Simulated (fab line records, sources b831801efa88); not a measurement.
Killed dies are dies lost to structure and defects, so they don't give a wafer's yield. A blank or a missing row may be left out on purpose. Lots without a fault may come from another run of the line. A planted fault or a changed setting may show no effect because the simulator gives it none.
Problem report in the 8D (eight disciplines) form, filled by code | flow sky130 | the parts of the form that need people (team, actions taken, sign-off) are left out

1. THE PROBLEM
LDD_HVP_TW at SKY_LDD_HVP_TW_MEAS_10 reads a mean of 400 on 6 wafers of 2 lots; wafers without a fault read 456 with a standard deviation of 5.1. That is -11 standard deviations from the usual mean.
First seen on wafer L201.1, day 27 00:07, on film_metro-03. The record holds 39 wafers of 13 lots with a number at this step. Rule for "out", or "out of limits": more than 4 standard deviations from the usual mean. The other wafers with a number count as sound.

2. WHAT IT IS AND WHAT IT IS NOT
question                    | is                           | is not
which readings at this step | LDD_HVP_TW                   | -
which lots                  | L201, L204                   | L186, L188, L190, L191, L192, L193, L194, L205, L206, L208, L209
which wafers of those lots  | all that have a number       | -
read on which gauges        | film_metro-01, film_metro-03 | film_metro-02
when                        | from day 27 00:07            | up to then (21 sound wafers); but 12 sound wafers of L205, L206, L208, L209 came after

3. SUSPECTS, AND WHAT RULES EACH OUT
Counting: a tool at a process step up to the reading stays a suspect if it ran every lot that is out and no sound lot after the first of them.
- the gauge at SKY_LDD_HVP_TW_MEAS_10: ruled out. The wafers that are out were read on 2 gauges (film_metro-01, film_metro-03).
- implanter-03 at SKY_LDD_HVP_IMPLANT_08: kept. It ran every lot that is out, first L201 (day 26 23:52), and no sound lot after that; its last sound lot up to then is L193 (day 24 15:55). Its own readings are out on those wafers: dose_ions_cm2, faraday_current_uA.
Left after counting: implanter-03 at SKY_LDD_HVP_IMPLANT_08.

4. THE CAUSE (what the simulator had put in)
Process parameter drift: implanter-03, from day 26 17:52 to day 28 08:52, at SKY_LDD_HVP_IMPLANT_08. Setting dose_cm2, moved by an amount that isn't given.
Counting left only this tool.

5. THE CHAIN OF EFFECTS, in route order
Each row: a reading whose mean over the struck wafers that have a number lies more than 3 standard deviations from the usual. Only readings for which the record gives a usual standard deviation are gone through. hours: the time from each lot's start at the first step in this table that gives one to its start at this step, as a median over the lots. sigmas: the change in usual standard deviations.
hours | step                   | reading            | usual      | on struck wafers | change      | sigmas
0     | SKY_LDD_HVP_IMPLANT_08 | dose_ions_cm2      | 1.6999e+13 | 1.1076e+13       | -5.9232e+12 | -99 or more
0     | SKY_LDD_HVP_IMPLANT_08 | faraday_current_uA | 95.6       | 62.5             | -33.1       | -17
0     | SKY_LDD_HVP_TW_MEAS_10 | LDD_HVP_TW         | 456        | 400              | -56         | -11
The process steps in it:
- SKY_LDD_HVP_IMPLANT_08
Later measuring or inspecting steps at which every struck wafer that the step has a row for has a number for every such reading, and none has moved that far: SKY_LDD_LDN_TW_MEAS_13, SKY_SD_P_CD_MEAS_07.

6. WHAT WOULD HAVE CAUGHT IT SOONER
In this record the first reading out of limits at a measuring or inspecting step was taken at day 27 00:07, 6 hours after the fault began at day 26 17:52.
The tool's own readings at SKY_LDD_HVP_IMPLANT_08 were out on every struck wafer that the step has a row for (dose_ions_cm2, faraday_current_uA): an alarm limit on them would have fired on the first of those.
Of the lots that are out (2), L204 began SKY_LDD_HVP_IMPLANT_08 on implanter-03 after day 27 00:07. A hold on the tool at that time would have spared it.
